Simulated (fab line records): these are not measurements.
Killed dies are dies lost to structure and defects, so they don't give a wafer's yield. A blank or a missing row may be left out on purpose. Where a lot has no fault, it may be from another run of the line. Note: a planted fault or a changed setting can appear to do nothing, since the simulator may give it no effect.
Struck lot and sound lot, side by side    flow gf180mcu    14 steps out of a route of 602
Sound: the wafers L161.1, L161.2, L161.3. Wafers L164.1, L164.4, L164.6 were the ones struck. The cause comes at the end.
For every step that has rows: the tool of each side, followed by ch and its chambers, followed by its first start. Under that, the readings that differ: sound wafers    struck wafers    difference of the means    sigmas: that difference in standard deviations of wafers without a fault.
alike: readings with means less than 2 such deviations apart, plus words and numbers identical on both sides. not compared: withheld readings, readings lacking a value on some wafer, bounds such as >300 that could conceal the same value, and numbers that have no deviation in the record and whose values overlap.
A row with sigmas, a row that says differs or no value, or rows on one side alone: a step with any of these is where the two part. Numbers that have no deviation but don't overlap get no sigmas and don't part them. Lack of a reading on every wafer of one side parts them only where that side has two or more wafers.

GF_M4_SPUTTER_01: material TiN, target thk 30 nm, time 25 s.
  sound: pvd_sputter-02 at day 25 05:20; struck: pvd_sputter-03 at day 26 05:19
  alike: cathode_dc_power_W, chamber_pressure_pa, throttle_valve_pct
GF_M4_SPUTTER_02: material AlCu, target thk 450 nm, time 23.9 s.
  sound: pvd_sputter-02 at day 25 05:22; struck: pvd_sputter-03 at day 26 05:22
  alike: cathode_dc_power_W, chamber_pressure_pa, throttle_valve_pct
GF_M4_SPUTTER_03: material Ti, target thk 10 nm, time 6.7 s.
  sound: pvd_sputter-02 at day 25 05:24; struck: pvd_sputter-03 at day 26 05:23
  alike: cathode_dc_power_W, chamber_pressure_pa, throttle_valve_pct
GF_M4_SPUTTER_04: material TiN, target thk 50 nm, time 41.7 s.
  sound: pvd_sputter-02 at day 25 05:25; struck: pvd_sputter-03 at day 26 05:25
  alike: cathode_dc_power_W, chamber_pressure_pa, throttle_valve_pct
GF_M4_RS_MEAS_05: measurement is done with a four-point probe.
  sound: film_metro-03 at day 25 05:28; struck: film_metro-03 at day 26 05:27
  alike: M4_ALCU_RS
GF_M4_THK_MEAS_06: measures by xrf.
  sound: film_metro-03 at day 25 05:35; struck: film_metro-03 at day 26 05:34
  alike: M4_ALCU_THK
then, 6 steps without rows for these wafers: GF_M4_DEHYDRATE_07 (time 60 s); GF_M4_HMDS_08 (prime time 60 s); GF_M4_COAT_09 (resist thk 1000 nm); GF_M4_SOFTBAKE_10 (time 60 s); GF_M4_EXPOSE_11 (exposes mask Metal4, target cd 280 nm); GF_M4_PEB_12 (peb time 90 s).
GF_M4_DEVELOP_13: develop time 60 s.
  sound on litho_track-04 ch 0, day 26 02:09; struck on litho_track-02, day 27 02:56
  no value came back on the struck wafers for chill_plate_temp_C (C), develop_time_s (s), resist_line_temp_C (C); on the sound wafers chill_plate_temp_C (C) reads 22.99 23.05 22.91
reading                              sound              struck          difference  sigmas
model.KrF_of_M4_COAT_09.thk_nm (nm)  985.6 984.5 986.1  1004 1002 1002  +17         
GF_M4_CD_MEAS_14: target cd 280 nm.
  sound: cd_sem-01 at day 26 02:18; struck: cd_sem-01 at day 27 03:05
reading     sound              struck  difference                     sigmas
cd_nm (nm)  279.8 280.1 279.7  - - -   no value on the struck wafers  

WHERE THEY PART
First at GF_M4_DEVELOP_13; last, within this record, at GF_M4_CD_MEAS_14.

WHY: what had been put in by the simulator
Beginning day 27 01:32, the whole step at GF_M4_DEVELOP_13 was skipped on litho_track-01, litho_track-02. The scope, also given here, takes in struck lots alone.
